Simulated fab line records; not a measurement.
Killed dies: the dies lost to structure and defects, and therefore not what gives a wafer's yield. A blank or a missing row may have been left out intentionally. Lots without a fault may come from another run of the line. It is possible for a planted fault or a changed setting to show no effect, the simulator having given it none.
A lot that was struck, set against a sound lot / flow gf180mcu / 14 out of 602 route steps
Sound: the wafers L897.2, L897.5, L897.6. The struck wafers were L888.2, L888.4, L888.5. The cause is named last.
Each step with rows lists, per side, the tool, then ch with its chambers, then its first start. Under that, the readings that differ: sound wafers / struck wafers / difference of the means / sigmas: that difference in standard deviations of wafers without a fault.
alike: readings with means less than 2 such deviations apart, plus words and numbers identical on both sides. not compared: withheld readings, readings lacking a value on some wafer, bounds such as >300 that could conceal the same value, and numbers that have no deviation in the record and whose values overlap.
Wherever a step has rows on one side only, a row that says differs or no value, or a row with sigmas, the two part there. Non-overlapping numbers with no deviation appear without sigmas and do not part them. Lack of a reading on every wafer of one side parts them only where that side has two or more wafers.

GF_V1_CMP_26: polishes, stops on SiO2, t overpolish 15 s, target thk 0 nm.
  sound on cmp-02 ch 0,3, day 25 16:53; struck on cmp-01 ch 1,2,3, day 22 13:57
  alike: motor current A, overpolish run s, time to endpoint s
then, 1 step without rows for these wafers: GF_M2_SPUTTER_00 (material Ti, target thk 37.5 nm, time 150 s).
GF_M2_SPUTTER_01: material TiN, target thk 30 nm, time 25 s.
  struck on pvd sputter-01, day 22 14:18; sound on pvd sputter-04, day 25 17:14
  alike: throttle valve pct
GF_M2_SPUTTER_02: material AlCu, target thk 450 nm, time 23.9 s.
  struck on pvd sputter-01, day 22 14:20; sound on pvd sputter-04, day 25 17:16
  alike: throttle valve pct
GF_M2_SPUTTER_03: material Ti, target thk 10 nm, time 6.7 s.
  struck on pvd sputter-01, day 22 14:22; sound on pvd sputter-04, day 25 17:17
  alike: throttle valve pct
GF_M2_SPUTTER_04: material TiN, target thk 50 nm, time 41.7 s.
  struck on pvd sputter-01, day 22 14:23; sound on pvd sputter-04, day 25 17:19
  alike: throttle valve pct
GF_M2_RS_MEAS_05: measurement is done with a four-point probe.
  struck on film metro-01, day 22 14:26; sound on film metro-01, day 25 17:22
  alike: M2_ALCU_RS
GF_M2_THK_MEAS_06: measures by xrf.
  struck on film metro-01, day 22 14:33; sound on film metro-01, day 25 17:29
  alike: M2_ALCU_THK
then, 4 steps without rows for these wafers: GF_M2_DEHYDRATE_07 (time 60 s); GF_M2_HMDS_08 (prime time 60 s); GF_M2_COAT_09 (resist thk 1000 nm); GF_M2_SOFTBAKE_10 (time 60 s).
GF_M2_EXPOSE_11: exposes mask Metal2, target cd 280 nm.
  struck on krf scanner-01, day 23 02:36; sound on krf scanner-01 ch 0, day 26 03:57
  no value came back on the struck wafers for exposure dose mJ cm2, focus offset nm (nm); on the sound wafers exposure dose mJ cm2 reads 27.988 28.029 28.024
  alike: mask
then, 1 step without rows for these wafers: GF_M2_PEB_12 (peb time 90 s).

WHERE THEY PART
Within this record, at GF_M2_EXPOSE_11 only.

WHY: what the simulator had put in
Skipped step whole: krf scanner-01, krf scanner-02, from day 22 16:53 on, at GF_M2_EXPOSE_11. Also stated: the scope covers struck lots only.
